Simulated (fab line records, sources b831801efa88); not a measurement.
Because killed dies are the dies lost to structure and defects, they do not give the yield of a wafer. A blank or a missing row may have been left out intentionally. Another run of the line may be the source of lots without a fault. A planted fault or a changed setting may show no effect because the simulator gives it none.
What tool caused it? / flow sky130 / 10 lots, 30 wafers sampled, at 6 steps of a route of 708

WHAT EACH GAUGE READ, for each wafer
SKY_CONTACT_BOW_MEAS_05. Usual: for CONTACT_BOW the level is 81 um and the standard deviation is 7.
lot=L925; measured=day 30 19:37; on=film_metro-04; CONTACT_BOW (um)=88 80 94; flag=
lot=L926; measured=day 30 22:50; on=film_metro-04; CONTACT_BOW (um)=80 90 73; flag=
lot=L927; measured=day 31 13:02; on=film_metro-03; CONTACT_BOW (um)=98 79 84; flag=
lot=L929; measured=day 32 03:22; on=film_metro-03; CONTACT_BOW (um)=90 85 83; flag=
lot=L931; measured=day 32 19:19; on=film_metro-01; CONTACT_BOW (um)=83 89 84; flag=
lot=L937; measured=day 35 00:34; on=film_metro-03; CONTACT_BOW (um)=78 82 77; flag=
lot=L939; measured=day 35 12:29; on=film_metro-01; CONTACT_BOW (um)=77 83 85; flag=
lot=L942; measured=day 36 08:29; on=film_metro-03; CONTACT_BOW (um)=89 78 83; flag=
lot=L944; measured=day 36 23:53; on=film_metro-03; CONTACT_BOW (um)=77 82 70; flag=
lot=L946; measured=day 38 00:14; on=film_metro-04; CONTACT_BOW (um)=83 81 71; flag=

SKY_VIA3_RS_MEAS_22: measures by four-point-probe. Usual: for VIA3_W_RS the level is 0.2923 ohm/sq and the standard deviation is 0.0027.
lot=L925; measured=day 40 01:11; on=film_metro-01; VIA3_W_RS (ohm/sq)=0.2900 0.2935 0.2913; flag=
lot=L926; measured=day 40 04:41; on=film_metro-01; VIA3_W_RS (ohm/sq)=0.2917 0.2878 0.2858; flag=
lot=L927; measured=day 40 15:01; on=film_metro-01; VIA3_W_RS (ohm/sq)=0.2930 0.2943 0.2947; flag=
lot=L929; measured=day 41 05:52; on=film_metro-02; VIA3_W_RS (ohm/sq)=0.2914 0.2869 0.2905; flag=
lot=L931; measured=day 41 19:22; on=film_metro-01; VIA3_W_RS (ohm/sq)=0.2912 0.2928 0.2923; flag=
lot=L937; measured=day 43 16:37; on=film_metro-01; VIA3_W_RS (ohm/sq)=0.5511 0.2910 0.2916; flag=OFF
lot=L939; measured=day 44 05:38; on=film_metro-04; VIA3_W_RS (ohm/sq)=0.2921 0.2921 0.2947; flag=
lot=L942; measured=day 44 21:18; on=film_metro-04; VIA3_W_RS (ohm/sq)=0.2911 0.2922 0.2920; flag=
lot=L944; measured=day 45 11:26; on=film_metro-04; VIA3_W_RS (ohm/sq)=0.2967 0.2979 0.2942; flag=
lot=L946; measured=day 46 07:28; on=film_metro-04; VIA3_W_RS (ohm/sq)=0.2936 0.2924 0.2954; flag=

SKY_VIA3_THK_MEAS_23: measures by xrf. Usual: for VIA3_W_THK the level is 388 nm and the standard deviation is 4.6.
lot=L925; measured=day 40 01:18; on=film_metro-01; VIA3_W_THK (nm)=394 388 389; flag=
lot=L926; measured=day 40 04:47; on=film_metro-01; VIA3_W_THK (nm)=389 396 398; flag=
lot=L927; measured=day 40 15:07; on=film_metro-01; VIA3_W_THK (nm)=389 384 384; flag=
lot=L929; measured=day 41 05:58; on=film_metro-02; VIA3_W_THK (nm)=386 393 388; flag=
lot=L931; measured=day 41 19:29; on=film_metro-01; VIA3_W_THK (nm)=392 389 387; flag=
lot=L937; measured=day 43 16:43; on=film_metro-01; VIA3_W_THK (nm)=207 389 388; flag=OFF
lot=L939; measured=day 44 05:45; on=film_metro-04; VIA3_W_THK (nm)=388 391 388; flag=
lot=L942; measured=day 44 21:25; on=film_metro-04; VIA3_W_THK (nm)=391 390 392; flag=
lot=L944; measured=day 45 11:32; on=film_metro-04; VIA3_W_THK (nm)=384 382 386; flag=
lot=L946; measured=day 46 07:35; on=film_metro-04; VIA3_W_THK (nm)=385 383 381; flag=

EACH LOT AND THE TOOL THAT RAN IT (in order: tool; ch and the chambers of the sampled wafers; start)
lot=L925; SKY_METAL3_DESCUM_15=rie_metal-02 ch 0,1, day 38 21:53; SKY_VIA3_ETCH_15=rie_diel-01 ch 0,1,2, day 40 00:20; SKY_VIA3_CVD_21=cvd_w-02 ch 0,1, day 40 01:03
lot=L926; SKY_METAL3_DESCUM_15=rie_metal-01 ch 0,1, day 39 01:02; SKY_VIA3_ETCH_15=rie_diel-03 ch 0,1,3, day 40 03:49; SKY_VIA3_CVD_21=cvd_w-02 ch 0,1, day 40 04:34
lot=L927; SKY_METAL3_DESCUM_15=rie_metal-04 ch 0,1, day 39 12:24; SKY_VIA3_ETCH_15=rie_diel-03 ch 0,2,3, day 40 13:35; SKY_VIA3_CVD_21=cvd_w-01 ch 0,1, day 40 14:53
lot=L929; SKY_METAL3_DESCUM_15=rie_metal-01 ch 0,1, day 40 02:35; SKY_VIA3_ETCH_15=rie_diel-03 ch 0,1, day 41 05:01; SKY_VIA3_CVD_21=cvd_w-02 ch 0,1, day 41 05:43
lot=L931; SKY_METAL3_DESCUM_15=rie_metal-02 ch 0,1, day 40 17:08; SKY_VIA3_ETCH_15=rie_diel-02 ch 0,1, day 41 18:31; SKY_VIA3_CVD_21=cvd_w-02 ch 0,1, day 41 19:14
lot=L937; SKY_METAL3_DESCUM_15=rie_metal-04 ch 0,1, day 42 14:44; SKY_VIA3_ETCH_15=rie_diel-01 ch 1,2, day 43 15:46; SKY_VIA3_CVD_21=cvd_w-02 ch 0,1, day 43 16:28
lot=L939; SKY_METAL3_DESCUM_15=rie_metal-04 ch 0,1, day 43 04:38; SKY_VIA3_ETCH_15=rie_diel-03 ch 0,3, day 44 04:47; SKY_VIA3_CVD_21=cvd_w-01 ch 0,1, day 44 05:31
lot=L942; SKY_METAL3_DESCUM_15=rie_metal-01 ch 0,1, day 43 20:34; SKY_VIA3_ETCH_15=rie_diel-02 ch 0,3, day 44 20:28; SKY_VIA3_CVD_21=cvd_w-01 ch 0,1, day 44 21:10
lot=L944; SKY_METAL3_DESCUM_15=rie_metal-04 ch 0,1, day 44 10:52; SKY_VIA3_ETCH_15=rie_diel-03 ch 1,3, day 45 10:34; SKY_VIA3_CVD_21=cvd_w-01 ch 0,1, day 45 11:17
lot=L946; SKY_METAL3_DESCUM_15=rie_metal-04 ch 0,1, day 45 08:13; SKY_VIA3_ETCH_15=rie_diel-01 ch 0,1,2, day 46 06:38; SKY_VIA3_CVD_21=cvd_w-01 ch 0,1, day 46 07:21
- SKY_METAL3_DESCUM_15: chemistry O2, time 8 s.
- SKY_VIA3_ETCH_15: etches SiO2 in C4F8/O2/Ar, stops on TiN, target depth 507 nm, time 78 s.
- SKY_VIA3_CVD_21: deposits W, target thk 390 nm, time 117.31 s.

WHAT THE TOOLS THEMSELVES READ (means of the sampled wafers that have a number; where no wafer has one, the mark that the record gives instead)
SKY_METAL3_DESCUM_15. Usual: drypump_motor_current_A 5.58 A, standard deviation 0.24; oes_product_au 1.003 a.u., standard deviation 0.0081.
lot=L925; tool=rie_metal-02; drypump_motor_current_A (A)=5.45; oes_product_au (a.u.)=1.001; flag=
lot=L926; tool=rie_metal-01; drypump_motor_current_A (A)=5.66; oes_product_au (a.u.)=1.012; flag=
lot=L927; tool=rie_metal-04; drypump_motor_current_A (A)=5.66; oes_product_au (a.u.)=1.010; flag=
lot=L929; tool=rie_metal-01; drypump_motor_current_A (A)=5.65; oes_product_au (a.u.)=1.002; flag=
lot=L931; tool=rie_metal-02; drypump_motor_current_A (A)=5.45; oes_product_au (a.u.)=1.000; flag=
lot=L937; tool=rie_metal-04; drypump_motor_current_A (A)=5.44; oes_product_au (a.u.)=1.000; flag=
lot=L939; tool=rie_metal-04; drypump_motor_current_A (A)=5.43; oes_product_au (a.u.)=1.008; flag=
lot=L942; tool=rie_metal-01; drypump_motor_current_A (A)=5.66; oes_product_au (a.u.)=1.008; flag=
lot=L944; tool=rie_metal-04; drypump_motor_current_A (A)=5.63; oes_product_au (a.u.)=1.003; flag=
lot=L946; tool=rie_metal-04; drypump_motor_current_A (A)=5.44; oes_product_au (a.u.)=0.995; flag=

SKY_VIA3_ETCH_15. Usual: oes_product_au at 0.946 a.u., with a standard deviation of 0.0049.
lot=L925; tool=rie_diel-01; oes_product_au (a.u.)=0.949; flag=
lot=L926; tool=rie_diel-03; oes_product_au (a.u.)=0.945; flag=
lot=L927; tool=rie_diel-03; oes_product_au (a.u.)=0.949; flag=
lot=L929; tool=rie_diel-03; oes_product_au (a.u.)=0.945; flag=
lot=L931; tool=rie_diel-02; oes_product_au (a.u.)=0.943; flag=
lot=L937; tool=rie_diel-01; oes_product_au (a.u.)=0.947; flag=
lot=L939; tool=rie_diel-03; oes_product_au (a.u.)=0.945; flag=
lot=L942; tool=rie_diel-02; oes_product_au (a.u.)=0.944; flag=
lot=L944; tool=rie_diel-03; oes_product_au (a.u.)=0.942; flag=
lot=L946; tool=rie_diel-01; oes_product_au (a.u.)=0.950; flag=

SKY_VIA3_CVD_21. Usual: heater_power_w at 878 W, with a standard deviation of 88.
lot=L925; tool=cvd_w-02; heater_power_w (W)=951; flag=
lot=L926; tool=cvd_w-02; heater_power_w (W)=965; flag=
lot=L927; tool=cvd_w-01; heater_power_w (W)=800; flag=
lot=L929; tool=cvd_w-02; heater_power_w (W)=969; flag=
lot=L931; tool=cvd_w-02; heater_power_w (W)=961; flag=
lot=L937; tool=cvd_w-02; heater_power_w (W)=959; flag=
lot=L939; tool=cvd_w-01; heater_power_w (W)=801; flag=
lot=L942; tool=cvd_w-01; heater_power_w (W)=807; flag=
lot=L944; tool=cvd_w-01; heater_power_w (W)=805; flag=
lot=L946; tool=cvd_w-01; heater_power_w (W)=800; flag=

THE ANSWER, worked out from the rows above alone
Rule: a lot is off if the mean of its wafers that have a number lies more than 3 standard deviations from the usual mean. Also off: a lot with no number at a reading for which 4 or more lots have one. The other lots that the step has rows for count as sound. First the gauges in route order, then the tools' own readings, where a lot's mean is used as printed above. At the first step where some lot is off, the reading lying furthest off is the one used; lots without a number count as furthest.
Off: at SKY_VIA3_RS_MEAS_22 (VIA3_W_RS), L937.
A tool fits if, at a process step before that reading, it ran every lot that is off, and no sound lot after the first of them. Gauges at SKY_VIA3_RS_MEAS_22: tried the same way as those tools. 2 tools fit, cvd_w-02 at SKY_VIA3_CVD_21 and film_metro-01 at SKY_VIA3_RS_MEAS_22, so this cannot tell which one it is.

WHAT WAS PUT IN BY THE SIMULATOR
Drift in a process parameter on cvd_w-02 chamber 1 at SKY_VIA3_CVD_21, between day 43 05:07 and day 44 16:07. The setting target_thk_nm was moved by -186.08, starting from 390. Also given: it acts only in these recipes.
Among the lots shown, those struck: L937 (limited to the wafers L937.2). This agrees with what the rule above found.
